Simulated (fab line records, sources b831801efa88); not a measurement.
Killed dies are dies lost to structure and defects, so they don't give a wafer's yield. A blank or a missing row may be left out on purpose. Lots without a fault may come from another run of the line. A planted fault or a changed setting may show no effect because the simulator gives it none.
fab line records | flow sky130
record lots=6 wafers=18 last_day=50
route steps=708 shown RES_PROTECT@214 POLY_GATE@217 PAD_OPEN@708
lots that met no fault: from a run of the same line without faults
start_h: hours from the record's first day to the start of the lot's first wafer shown | wait_h: hours since the lot's step before | " the same as in the row above | L1.1+2: a row that stands for several wafers | - no value, or no start given | * or withheld: withheld | < > ~ a bound
route shown NAME@n: a module of which the file shows steps, and the number in the route of the first | usual: mean/standard deviation of fault-free wafers | same: alike in all rows | chamber/n: place in a boat | sites: the reading at each site | _std_site: their standard deviation | _edge_site: outer sites' mean less inner sites' | radius_mm: how far each site lies from the wafer's centre | mask NAME#n: copy n | behind: the tool/chamber that last shaped the wafer | hold: why the lot was held/for how many hours/how that ended | device: the transistor (n, p or np) that didn't switch | end of line: the same wafers' tests at the end of the route | a step without rows: its recipe alone | killed: dies lost to structure and defects at the first sort, not the wafer's yield | map: a wafer's dies, x killed, . not, _ none there
set.NAME: the setting as run; set.NAME@STEP: as run at that earlier step | model.NAME: the simulator's own value behind a step, which no gauge read
lots at some steps of the route; a table a step, a row a wafer
services: from which hour (start_h, from the record's first day; less than 0 if before it) a tool's chamber was out of use, for how many hours, and why
## steps
# step SKY_RES_PROTECT_STRIP_07
# recipe chemistry=O2/N2 power_w=1400 pressure_mtorr=1500 platen_temp_c=withheld o2_flow_sccm=3000 n2_flow_sccm=300 overash_fraction=0.5
# usual drypump_motor_current_A=5.6/0.5 oes_product_au=0.518/0.0044 strip_time_to_endpoint_s=23.32/0.053
# columns lot.wafer tool chamber start_h wait_h drypump_motor_current_A oes_product_au rf_hours_counter_h strip_time_to_endpoint_s
L166.2 plasma_asher-02 0 350.83 0.1 5.3 0.517 57 23.37
L166.5 " 0 " " 5.3 0.515 - 23.35
L166.6 " 1 " " 6.3 0.525 - 23.40
L180.4 plasma_asher-04 0 486.86 0.1 5.3 0.508 - 23.32
L180.5 " 0 " " 5.3 0.518 - 23.30
L180.6 " 1 " " 6.4 0.518 - 23.32
L185.1 plasma_asher-02 1 522.63 0.1 6.3 0.514 73 23.28
L185.3 " 1 " " 6.3 0.521 - 23.21
L185.6 " 0 " " 5.4 0.527 - 23.27
L184.2 plasma_asher-03 1 529.02 0.1 5.1 0.520 40 23.33
L184.3 " 1 " " 5.1 0.513 - 23.31
L184.6 " 0 " " 5.6 0.518 - 23.33
L186.2 plasma_asher-03 0 535.32 0.1 5.6 0.523 41 23.22
L186.3 " 0 " " 5.6 0.516 - 23.24
L186.4 " 1 " " 5.1 0.511 - 23.19
L187.1 plasma_asher-04 1 536.88 0.1 6.4 0.522 80 23.28
L187.2 " 0 " " 5.3 0.525 80 23.31
L187.5 " 0 " " 5.3 0.523 - 23.31
# step SKY_RES_PROTECT_TW_MEAS_08
# usual POLY_GATE_TW=4017/61
# columns lot.wafer tool chamber start_h wait_h POLY_GATE_TW
L166.2 film_metro-03 - 350.94 0.1 4108
L166.5 " - " " 4097
L166.6 " - " " 4112
L180.4 film_metro-02 - 486.96 0.1 3997
L180.5 " - " " 4005
L180.6 " - " " 4025
L185.1 film_metro-02 - 522.73 0.1 3989
L185.3 " - " " 4006
L185.6 " - " " 3993
L184.2 film_metro-01 - 529.13 0.1 3909
L184.3 " - " " 3939
L184.6 " - " " 3929
L186.2 film_metro-01 - 535.43 0.1 3926
L186.3 " - " " 3928
L186.4 " - " " 3918
L187.1 film_metro-03 - 536.98 0.1 4063
L187.2 " - " " 4091
L187.5 " - " " 4091
# step SKY_RES_PROTECT_CLEAN_09
# recipe chemistry=SC1/SC2 mix=1:4:20 temp_c=70 time_s=150 dry=n2_spin
# step SKY_POLY_GATE_CVD_03
# recipe material=Si3N4 precursor=DCS/NH3 target_thk_nm=75 temp_c=770 time_s=1290 pressure_mtorr=250
# step SKY_POLY_GATE_THK_MEAS_04
# recipe reads=Si3N4_of_POLY_GATE_CVD_03
# usual POLY_GATE_CVD_03_THK=74.8/0.85
# columns lot.wafer tool chamber start_h wait_h POLY_GATE_CVD_03_THK[nm]
L166.2 film_metro-02 - 352.84 0.0 75.2
L166.5 " - " " 75.3
L166.6 " - " " 76.1
L180.4 film_metro-01 - 490.41 0.0 75.4
L180.5 " - " " 75.0
L180.6 " - " " 74.8
L185.1 film_metro-01 - 524.21 0.0 75.2
L185.3 " - " " 75.5
L185.6 " - " " 74.9
L184.2 film_metro-02 - 531.72 0.0 74.4
L184.3 " - " " 74.7
L184.6 " - " " 74.1
L187.1 film_metro-02 - 539.96 0.0 74.4
L187.2 " - " " 74.7
L187.5 " - " " 75.1
L186.2 film_metro-04 - 539.97 0.0 75.1
L186.3 " - " " 75.1
L186.4 " - " " 75.0
# step SKY_POLY_GATE_DEHYDRATE_05
# recipe temp_c=200 time_s=60
# step SKY_POLY_GATE_HMDS_06
# recipe prime_time_s=60 prime_temp_c=120
# step SKY_POLY_GATE_COAT_07
# recipe resist=BARC temp_c=withheld time_s=withheld spin_rpm=3000 resist_thk_nm=110
# step SKY_POLY_GATE_COAT_08
# recipe resist=KrF-thick spin_rpm=3000 resist_thk_nm=450
# step SKY_POLY_GATE_SOFTBAKE_09
# recipe temp_c=100 time_s=90 resist=KrF-thick
# step SKY_POLY_GATE_EXPOSE_10
# recipe mask_id=P1M na=0.68 source_shape=conventional sigma_outer=0.6 target_cd_nm=150 dose_mj=28
# step SKY_POLY_GATE_PEB_11
# recipe peb_temp_c=withheld peb_time_s=withheld resist=KrF-thick
# step SKY_POLY_GATE_DEVELOP_12
# recipe develop_time_s=60 resist=KrF-thick dev_temp_c=21
# columns lot.wafer tool chamber start_h wait_h
L166.2+5+6 litho_track-03 0 380 -
L180.4+5+6 litho_track-01 0 520 -
L185.1+3+6 litho_track-03 0 554 -
L184.2+3+6 litho_track-01 0 561 -
L186.2+3+4 litho_track-03 0 569 -
L187.1+2+5 litho_track-01 0 569 -
# step SKY_POLY_GATE_CD_MEAS_13
# recipe target_cd_nm=150
# usual cd_nm=149.8/1.2
# columns lot.wafer tool chamber start_h wait_h cd_nm
L166.2 cd_sem-02 - 380.29 - 153.3
L166.5 " - " " 152.3
L166.6 " - " " 152.7
L180.4 cd_sem-01 - 520.61 - 150.3
L180.5 " - " " 149.7
L180.6 " - " " 150.7
L185.1 cd_sem-02 - 554.32 - 144.2
L185.3 " - " " 143.5
L185.6 " - " " 143.8
L184.2 cd_sem-01 - 561.32 - 149.4
L184.3 " - " " 147.2
L184.6 " - " " 148.9
L186.2 cd_sem-01 - 569.59 - 143.7
L186.3 " - " " 145.5
L186.4 " - " " 145.0
L187.1 cd_sem-02 - 569.90 - 148.9
L187.2 " - " " 149.7
L187.5 " - " " 149.3
# step SKY_POLY_GATE_OVL_MEAS_14
# usual POLY_GATE_OVL=-3/6.3
# columns lot.wafer tool chamber start_h wait_h POLY_GATE_OVL[nm]
L166.2 overlay-01 - 380.39 0.1 -12
L166.5 " - " " 5
L166.6 " - " " -6
L180.4 overlay-02 - 520.69 0.1 -7
L180.5 " - " " -13
L180.6 " - " " -12
L185.1 overlay-02 - 554.44 0.1 -1
L185.3 " - " " -14
L185.6 " - " " -12
L184.2 overlay-01 - 561.42 0.1 -3
L184.3 " - " " 1
L184.6 " - " " -3
L186.2 overlay-01 - 569.69 0.1 -6
L186.3 " - " " 5
L186.4 " - " " -1
L187.1 overlay-02 - 570.02 0.1 -8
L187.2 " - " " -3
L187.5 " - " " -7
# step SKY_POLY_GATE_ETCH_15
# recipe chemistry=N2/H2 target=BARC ion_energy_ev=200 source_w=500 bias_w=100 pressure_mtorr=30 n2_flow_sccm=100 h2_flow_sccm=200 stop_on=SiO2 time_s=118.5 target_depth_a=1100
# usual drypump_motor_current_A=5.7/0.55 oes_product_au=0.716/0.0051 throttle_valve_pct=13.213/0.0096
# columns lot.wafer tool chamber start_h wait_h drypump_motor_current_A oes_product_au rf_hours_counter_h throttle_valve_pct model.POLY_GATE.cd_nm
L166.2 rie_diel-01 0 380.42 0.0 6.0 0.714 2 13.225 154.5
L166.5 " 1 " " 6.1 0.713 - 13.203 154.2
L166.6 " 0 " " 6.0 0.715 - 13.227 153.4
L180.4 rie_diel-03 1 520.70 0.0 4.9 0.717 11 13.232 150
L180.5 " 1 " " 4.9 0.719 - 13.200 147.9
L180.6 " 2 " " 5.1 0.711 - 13.212 148.9
L185.1 rie_diel-01 2 554.47 0.0 6.3 0.713 4 13.198 144.7
L185.3 " 3 " " 6.2 0.719 25 13.213 141.7
L185.6 " 1 " " 6.1 0.714 - 13.209 145.8
L184.2 rie_diel-02 3 561.45 0.0 5.2 0.714 8 13.211 151.7
L184.3 " 0 " " 5.0 0.713 49 13.201 149.7
L184.6 " 0 " " 5.0 0.722 - 13.212 152.3
L186.2 rie_diel-02 2 569.72 0.0 5.4 0.709 16 13.221 143.1
L186.3 " 3 " " 5.2 0.717 8 13.197 145.7
L186.4 " 1 " " 6.6 0.717 8 13.218 144.7
L187.1 rie_diel-03 2 570.05 0.0 5.1 0.719 11 13.206 145
L187.2 " 0 " " 5.5 0.717 12 13.209 148.3
L187.5 " 2 " " 5.2 0.715 - 13.210 147.1
# step SKY_POLY_GATE_ETCH_16
# recipe stop_on=poly-Si chemistry=CH3F/O2 target=Si3N4 source_w=400 bias_w=80 pressure_mtorr=25 ch3f_flow_sccm=40 O2_flow_sccm=30 time_s=147.5 target_depth_a=750
# usual drypump_motor_current_A=5.7/0.55 oes_product_au=0.639/0.0052 throttle_valve_pct=10.535/0.008
# columns lot.wafer tool chamber start_h wait_h drypump_motor_current_A oes_product_au rf_hours_counter_h throttle_valve_pct
L166.2 rie_diel-01 0 380.51 0.0 6.0 0.631 2 10.528
L166.5 " 1 " " 6.1 0.638 - 10.531
L166.6 " 0 " " 6.0 0.645 - 10.537
L180.4 rie_diel-03 1 520.79 0.0 4.9 0.642 11 10.556
L180.5 " 1 " " 4.9 0.642 - 10.527
L180.6 " 2 " " 5.1 0.634 - 10.538
L185.1 rie_diel-01 2 554.56 0.0 6.3 0.640 4 10.528
L185.3 " 3 " " 6.1 0.636 25 10.531
L185.6 " 1 " " 6.1 0.631 - 10.530
L184.2 rie_diel-02 3 561.54 0.0 5.2 0.642 8 10.533
L184.3 " 0 " " 5.0 0.639 49 10.523
L184.6 " 0 " " 5.0 0.642 - 10.544
L186.2 rie_diel-02 2 569.81 0.0 5.5 0.640 16 10.541
L186.3 " 3 " " 5.2 0.642 8 10.536
L186.4 " 1 " " 6.6 0.641 8 10.552
L187.1 rie_diel-03 2 570.14 0.0 5.1 0.640 11 10.527
L187.2 " 0 " " 5.5 0.634 12 10.538
L187.5 " 2 " " 5.1 0.636 - 10.525
# step SKY_POLY_GATE_ETCH_17
# recipe target_depth_nm=180 stop_on=SiO2 over_etch_frac=0.56667 chemistry=HBr/Cl2 target=poly-Si icp_w=400 bias_w=100 pressure_mtorr=10 HBr_flow_sccm=150 Cl2_flow_sccm=50 time_s=70.5
# usual drypump_motor_current_A=5.6/0.41 oes_product_au=0.986/0.0066 throttle_valve_pct=33.684/0.0095
# columns lot.wafer tool chamber start_h wait_h drypump_motor_current_A oes_product_au rf_hours_counter_h throttle_valve_pct model.POLY_GATE.cd_nm
L166.2 rie_si-02 3 380.61 0.0 5.6 0.988 2 33.680 154.3
L166.5 " 0 " " 6.3 0.985 - 33.690 152.9
L166.6 " 1 " " 5.2 0.986 - 33.684 153
L180.4 rie_si-02 3 520.89 0.0 5.7 0.985 3 33.690 150.6
L180.5 " 1 " " 5.2 0.995 - 33.680 147.9
L180.6 " 0 " " 6.4 0.981 - 33.691 147.3
L185.1 rie_si-01 2 554.65 0.0 6.0 0.994 3 33.679 145.9
L185.3 " 0 " " 5.8 0.987 2 33.680 143.8
L185.6 " 0 " " 5.8 0.991 - 33.660 148.7
L184.2 rie_si-02 1 561.64 0.0 5.2 0.988 2 33.671 151.1
L184.3 " 3 " " 5.6 0.997 3 33.679 150.7
L184.6 " 1 " " 5.2 0.980 - 33.679 151.4
L186.2 rie_si-01 1 569.90 0.0 4.9 0.983 30 33.688 144.3
L186.3 " 3 " " 5.7 0.987 3 33.680 144.8
L186.4 " 2 " " 6.0 0.985 4 33.684 145.4
L187.1 rie_si-02 0 570.24 0.0 6.3 0.983 1 33.680 144
L187.2 " 2 " " 5.5 0.983 6 33.701 150
L187.5 " 3 " " 5.6 0.989 - 33.677 147.3
# step SKY_POLY_GATE_STRIP_18
# recipe chemistry=O2/N2 power_w=1400 pressure_mtorr=1500 platen_temp_c=withheld o2_flow_sccm=3000 n2_flow_sccm=300 overash_fraction=0.5
# usual drypump_motor_current_A=5.8/0.51 oes_product_au=0.362/0.0047 strip_time_to_endpoint_s=3.20/0.04
# columns lot.wafer tool chamber start_h wait_h drypump_motor_current_A oes_product_au rf_hours_counter_h strip_time_to_endpoint_s
L166.2 plasma_asher-02 1 380.66 0.0 6.4 0.362 60 3.15
L166.5 " 0 " " 5.3 0.366 - 3.17
L166.6 " 1 " " 6.3 0.356 - 3.16
L180.4 plasma_asher-04 0 520.97 0.1 5.3 0.359 - 3.19
L180.5 " 1 " " 6.4 0.366 - 3.20
L180.6 " 0 " " 5.3 0.363 - 3.27
L185.1 plasma_asher-04 0 554.71 0.0 5.3 0.365 82 3.18
L185.3 " 1 " " 6.4 0.354 - 3.19
L185.6 " 0 " " 5.3 0.367 - 3.20
L184.2 plasma_asher-01 0 561.69 0.0 5.3 0.350 13 3.14
L184.3 " 1 " " 6.1 0.360 - 3.11
L184.6 " 0 " " 5.3 0.355 - 3.09
L186.2 plasma_asher-02 1 569.96 0.0 6.4 0.356 78 3.12
L186.3 " 0 " " 5.4 0.362 - 3.12
L186.4 " 1 " " 6.3 0.364 - 3.10
L187.1 plasma_asher-04 1 570.29 0.0 6.4 0.365 83 3.23
L187.2 " 0 " " 5.3 0.355 83 3.18
L187.5 " 1 " " 6.4 0.357 - 3.22
# step SKY_PAD_OPEN_PROBE_99
# usual killed_at_M0_to_M3=43/7.1 killed_at_M4_up=3.2/1.7 killed_at_contacts=24/5.6 killed_at_front_end=16/5 killed_at_other=0.4/0.68 killed_dies=86/9.3 killed_open=47/7.1 killed_short=39/5.7
# same gross_dies=492 killed_at_back_side=0
# columns lot.wafer tool chamber start_h wait_h killed_at_M0_to_M3 killed_at_M4_up killed_at_contacts killed_at_front_end killed_at_other killed_dies killed_open killed_short model.etest.pfet_01v8.r_on_ohm_um model.etest.res_poly.line_ohm_um model.etest.pfet_01v8.drive_ua_um model.etest.pfet_01v8_hvt.drive_ua_um model.etest.res_xhigh_po.width_nm model.etest.res_high_po.width_nm model.etest.res_poly.width_nm model.etest.ring_1v8.delay_ps
L166.2 prober-01 - 1090.67 0.1 42 3 31 28 0 104 62 42 2945 483.2 189.2 140.2 354.8 354.9 98.27 22.07
L166.5 prober-01 - 1090.82 0.2 35 3 18 16 0 72 47 25 2884 491.6 195.1 146.3 353.5 354.2 97.37 21.57
L166.6 prober-01 - 1090.87 0.2 50 3 25 23 0 101 52 48 2919 492 192.3 140.9 353.5 355.6 97.75 21.66
L180.4 prober-02 - 1169.24 0.2 49 4 25 20 0 98 48 50 2955 499.6 188.3 138.6 349.6 350.7 95.02 21.7
L180.5 prober-02 - 1169.29 0.2 50 2 27 13 0 92 57 35 2916 513.3 191.2 142.6 348.9 347.6 92.3 21.2
L180.6 prober-02 - 1169.34 0.2 47 2 23 18 0 90 49 41 2866 528.6 192.9 146.1 347.8 347.4 92.26 21.06
L185.1 prober-01 - 1191.95 0.1 50 3 27 22 0 102 55 47 2840 533.8 201.3 150 346 345.4 90.06 20.46
L185.3 prober-01 - 1192.05 0.2 40 4 18 22 0 84 47 37 2837 540.2 199.7 147.9 344.6 343.3 88.36 20.38
L185.6 prober-01 - 1192.20 0.2 36 2 30 21 0 89 49 40 2855 522 195.2 147.1 348.7 349.2 93.21 21.15
L184.2 prober-02 - 1193.83 0.1 39 2 24 13 0 78 41 37 2924 513.9 191.8 142.4 351.8 352.3 95.15 21.59
L184.3 prober-02 - 1193.88 0.2 37 1 28 15 0 81 47 34 2908 508.6 192.8 143.9 349.9 351.2 95.73 21.54
L184.6 prober-02 - 1194.03 0.2 36 3 20 16 0 75 39 36 2935 501.9 188.9 141.3 350.3 352.2 95.8 21.74
L187.1 prober-01 - 1198.94 0.1 32 8 26 12 1 79 37 42 2860 558.5 197.2 146.7 343.4 345.2 88.28 20.05
L187.2 prober-01 - 1198.99 0.1 52 3 29 17 0 101 53 48 2928 502.5 190.5 141.9 351.6 349.6 94.25 21.43
L187.5 prober-01 - 1199.14 0.2 37 5 25 18 0 85 51 34 2890 526.3 194.8 144.4 348.1 348.6 91.71 20.94
L186.2 prober-02 - 1201.87 0.1 49 2 17 11 0 79 41 38 2790 552.2 202.6 151.1 346.1 345.6 88.66 20.04
L186.3 prober-02 - 1201.92 0.2 36 4 19 14 0 73 42 31 2773 536.8 204.1 152.9 345.5 346 88.69 20.24
L186.4 prober-02 - 1201.97 0.2 34 3 25 18 3 83 45 36 2809 541.1 200.2 149.9 345.6 344.5 89.39 20.39
# killed by level:class
L166.2 CONTACT:geometric_particle:open=12 VIA1:geometric_particle:open=11 VIA2:geometric_particle:open=9 POLY_GATE:geometric_particle:open=7 FIELD_ISO:geometric_particle:open=6 VIA3:geometric_particle:open=6 POLY_GATE:geometric_particle:short=5 LI_CONTACT:geometric_particle:short=5
L166.5 VIA1:geometric_particle:open=12 CONTACT:geometric_particle:open=9 POLY_GATE:geometric_particle:short=5 POLY_GATE:geometric_particle:open=5 LI_CONTACT:geometric_particle:open=5 VIA2:geometric_particle:open=5 VIA3:geometric_particle:open=4 FIELD_ISO:geometric_particle:open=3
L166.6 VIA2:geometric_particle:open=15 VIA1:geometric_particle:open=9 CONTACT:geometric_particle:open=7 FIELD_ISO:geometric_particle:open=6 CONTACT:geometric_particle:short=6 POLY_GATE:geometric_particle:short=6 VIA3:geometric_particle:open=6 FIELD_ISO:geometric_particle:short=5
L180.4 VIA1:geometric_particle:open=15 CONTACT:geometric_particle:open=8 METAL1:geometric_particle:short=8 VIA1:geometric_particle:short=8 FIELD_ISO:geometric_particle:short=7 CONTACT:geometric_particle:short=5 LI_CONTACT:geometric_particle:open=5 VIA2:geometric_particle:open=5
L180.5 CONTACT:geometric_particle:open=11 VIA2:geometric_particle:open=10 VIA3:geometric_particle:open=9 LI_CONTACT:geometric_particle:open=7 METAL1:geometric_particle:short=7 LOCAL_INTERCONNECT:geometric_particle:short=5 VIA1:geometric_particle:short=5 VIA1:geometric_particle:open=5
L180.6 LI_CONTACT:geometric_particle:open=8 VIA1:geometric_particle:open=8 VIA2:geometric_particle:short=7 POLY_GATE:geometric_particle:open=6 POLY_GATE:geometric_particle:short=6 CONTACT:geometric_particle:short=6 CONTACT:geometric_particle:open=6 VIA1:geometric_particle:short=6
L185.1 VIA1:geometric_particle:open=11 CONTACT:geometric_particle:open=10 METAL1:geometric_particle:short=7 LI_CONTACT:geometric_particle:open=6 FIELD_ISO:geometric_particle:short=5 FIELD_ISO:geometric_particle:open=5 CONTACT:geometric_particle:short=5 METAL2:geometric_particle:short=5
L185.3 VIA1:geometric_particle:open=9 FIELD_ISO:geometric_particle:open=7 VIA2:geometric_particle:open=7 LI_CONTACT:geometric_particle:open=7 VIA1:geometric_particle:short=7 POLY_GATE:geometric_particle:short=5 POLY_GATE:geometric_particle:open=5 METAL1:geometric_particle:short=5
L185.6 LI_CONTACT:geometric_particle:open=12 CONTACT:geometric_particle:open=10 POLY_GATE:geometric_particle:short=8 FIELD_ISO:geometric_particle:open=7 VIA1:geometric_particle:open=7 VIA3:geometric_particle:open=6 LI_CONTACT:geometric_particle:short=5 METAL1:geometric_particle:short=5
L184.2 CONTACT:geometric_particle:open=13 VIA1:geometric_particle:open=8 METAL2:geometric_particle:short=7 POLY_GATE:geometric_particle:short=5 CONTACT:geometric_particle:short=5 METAL1:geometric_particle:short=4 VIA2:geometric_particle:short=4 FIELD_ISO:geometric_particle:open=3
L184.3 VIA1:geometric_particle:open=12 CONTACT:geometric_particle:open=9 LOCAL_INTERCONNECT:geometric_particle:short=7 CONTACT:geometric_particle:short=7 VIA2:geometric_particle:open=6 VIA3:geometric_particle:open=6 FIELD_ISO:geometric_particle:short=4 FIELD_ISO:geometric_particle:open=4
L184.6 LI_CONTACT:geometric_particle:open=8 LOCAL_INTERCONNECT:geometric_particle:short=7 VIA3:geometric_particle:open=7 FIELD_ISO:geometric_particle:open=6 METAL1:geometric_particle:short=6 VIA1:geometric_particle:open=6 VIA2:geometric_particle:short=4 POLY_GATE:geometric_particle:short=4
L187.1 CONTACT:geometric_particle:open=7 METAL1:geometric_particle:short=6 FIELD_ISO:geometric_particle:open=5 LI_CONTACT:geometric_particle:open=5 LOCAL_INTERCONNECT:geometric_particle:short=5 VIA1:geometric_particle:open=5 METAL2:geometric_particle:short=5 VIA2:geometric_particle:open=5
L187.2 VIA1:geometric_particle:open=12 METAL2:geometric_particle:short=8 LI_CONTACT:geometric_particle:open=7 CONTACT:geometric_particle:open=7 VIA1:geometric_particle:short=6 VIA2:geometric_particle:open=6 FIELD_ISO:geometric_particle:short=5 CONTACT:geometric_particle:short=5
L187.5 LI_CONTACT:geometric_particle:open=14 VIA1:geometric_particle:open=14 FIELD_ISO:geometric_particle:short=6 VIA2:geometric_particle:open=6 METAL3:geometric_particle:short=6 METAL4:geometric_particle:short=5 LI_CONTACT:geometric_particle:short=4 VIA3:geometric_particle:open=4
L186.2 VIA1:geometric_particle:open=13 VIA3:geometric_particle:open=10 CONTACT:geometric_particle:open=6 METAL2:geometric_particle:short=5 LOCAL_INTERCONNECT:geometric_particle:short=4 CONTACT:geometric_particle:short=4 VIA2:geometric_particle:short=4 VIA3:geometric_particle:short=4
L186.3 CONTACT:geometric_particle:open=11 VIA3:geometric_particle:open=8 FIELD_ISO:geometric_particle:short=6 LI_CONTACT:geometric_particle:open=5 VIA1:geometric_particle:open=5 VIA2:geometric_particle:short=5 METAL3:geometric_particle:short=4 METAL4:geometric_particle:short=4
L186.4 FIELD_ISO:geometric_particle:short=8 VIA1:geometric_particle:open=7 CONTACT:geometric_particle:open=7 VIA2:geometric_particle:open=7 LI_CONTACT:geometric_particle:open=6 VIA3:geometric_particle:open=6 LOCAL_INTERCONNECT:geometric_particle:short=4 CONTACT:geometric_particle:short=4
## services
# columns tool chamber start_h hours kind
plasma_asher-02 - 330.31 2.3 repair
rie_si-02 0 339.31 2.0 repair
rie_diel-01 - 341.06 0.5 repair
rie_diel-02 - 346.66 0.3 repair
rie_diel-03 - 349.99 28.1 pm
rie_diel-02 3 352.89 8.4 repair
rie_si-02 3 372.99 1.9 repair
plasma_asher-02 - 379.06 1.5 repair
rie_diel-02 - 392.64 0.3 repair
rie_si-02 0 401.30 5.4 repair
rie_diel-01 2 404.50 18.0 repair
rie_si-02 2 409.21 14.0 repair
rie_diel-02 3 424.73 4.0 repair
rie_diel-03 1 429.55 1.6 repair
plasma_asher-02 - 455.62 10.8 repair
rie_diel-02 2 455.67 9.0 repair
rie_diel-02 0 474.45 3.8 repair
rie_si-02 - 489.60 23.7 repair
plasma_asher-02 - 497.04 0.8 repair
rie_diel-03 1 512.69 6.5 repair
rie_diel-01 0 520.43 7.3 repair
rie_diel-01 0 550.29 36.2 repair
rie_si-02 - 554.23 0.4 repair
rie_diel-01 2 568.48 44.6 repair
## key
first_sign step=SKY_POLY_GATE_CD_MEAS_13 reading=cd_nm direction=down sigmas=4.4 usual=149.8 struck=144.3
effect none on later readings
model_effect step=SKY_POLY_GATE_ETCH_15 value=POLY_GATE.cd_nm without=150.5 struck=144.3
model_effect step=SKY_POLY_GATE_ETCH_17 value=POLY_GATE.cd_nm without=151.7 struck=145.5
model_effect step=SKY_PAD_OPEN_PROBE_99 value=etest.pfet_01v8.r_on_ohm_um without=2909 struck=2817
met_at SKY_POLY_GATE_DEVELOP_12
struck_wafers L185.1,L185.3,L185.6,L186.2,L186.3,L186.4
tester_left_out L185,L186
onset_between 380 554
fault kind=process_parameter_drift tool=litho_track-03 chamber=- onset_h=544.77 steps=SKY_POLY_GATE_DEVELOP_12 channel=develop_time_s offset=* shape=step end_h=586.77 acts_in=* stated=*
# tester_left_out: of these lots the tester's yield and bins aren't shown, on N5 and GAA mostly nor the transistor test; their killed dies are dies lost to structure and defects alone, not to doping, threshold or leakage, so they don't give the yield
